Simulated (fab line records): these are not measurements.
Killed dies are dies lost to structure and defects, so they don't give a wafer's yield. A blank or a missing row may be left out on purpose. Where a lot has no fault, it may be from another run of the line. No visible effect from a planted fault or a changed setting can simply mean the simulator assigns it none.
2 desks looking at one fault ; flow sky130 ; every desk sees just its own numbers, and what lay behind them comes last

DESK OF THE TOOL OWNER: hdpcvd-02
The tool's own readings at SKY_CONTACT_HDPCVD_02 (deposits SiO2, target thk 565 nm, time 94.2 s): means of the sampled wafers that have a number, for each lot that ran on this tool. A lot is out of limits, marked OUT, if its mean lies more than 4 standard deviations from the usual mean; the brackets give that distance.
Columns: A = sih4-flow-sccm at SKY_CONTACT_HDPCVD_02, usual 59.98 sccm
lot;first seen here;A
L755;day 31 06:46;59.88
L756;day 31 12:56;60.14
L757;day 32 05:02;60.02
L767;day 35 16:08;71.82 (+62) OUT
L768;day 35 23:50;72.01 (+63) OUT
This desk's verdict: out of limits on L767, L768, starting with L767 at day 35 16:08 (sih4-flow-sccm at SKY_CONTACT_HDPCVD_02). L755, L756, L757 stayed within limits.

THE METROLOGY DESK
What the gauges read for every lot (on any tool): the sampled wafers with a number, averaged. A lot is out of limits, marked OUT, if its mean lies more than 4 standard deviations from the usual mean; the brackets give that distance.
Columns: A = CONTACT_HDPCVD_THK at SKY_CONTACT_THK_MEAS_03, usual 570 nm
lot;first seen here;A
L754;day 30 10:06;572
L755;day 31 06:50;571
L756;day 31 12:59;570
L757;day 32 05:08;567
L759;day 32 08:26;564
L758;day 32 12:15;570
L760;day 33 00:11;570
L763;day 34 03:02;569
L767;day 35 16:12;678 (+16) OUT
L768;day 35 23:55;685 (+17) OUT
L770;day 36 16:55;569
L772;day 37 13:10;567
This desk's result: L767, L768 out of limits, first on L767 (CONTACT_HDPCVD_THK at SKY_CONTACT_THK_MEAS_03), day 35 16:12. L754, L755, L756, L757, L759, L758, L760, L763, L770, L772 stayed within limits.

BROUGHT TOGETHER
An alarm could have come from the tool owner's desk at day 35 16:08, on L767, L768.
On L767, L768, the metrology desk was in a position to raise an alarm at day 35 16:12.
Of the lots named, all ran SKY_CONTACT_HDPCVD_02 on hdpcvd-02.

WHAT WAS PUT IN BY THE SIMULATOR
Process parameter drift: hdpcvd-02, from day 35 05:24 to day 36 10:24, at SKY_CONTACT_HDPCVD_02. Setting sih4-flow-sccm, moved by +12, from 60. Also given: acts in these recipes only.
Lots struck among those shown: L767, L768.
Time in hours from fault onset to the first out-of-limits reading at each desk: tool owner's desk 11, metrology desk 11.
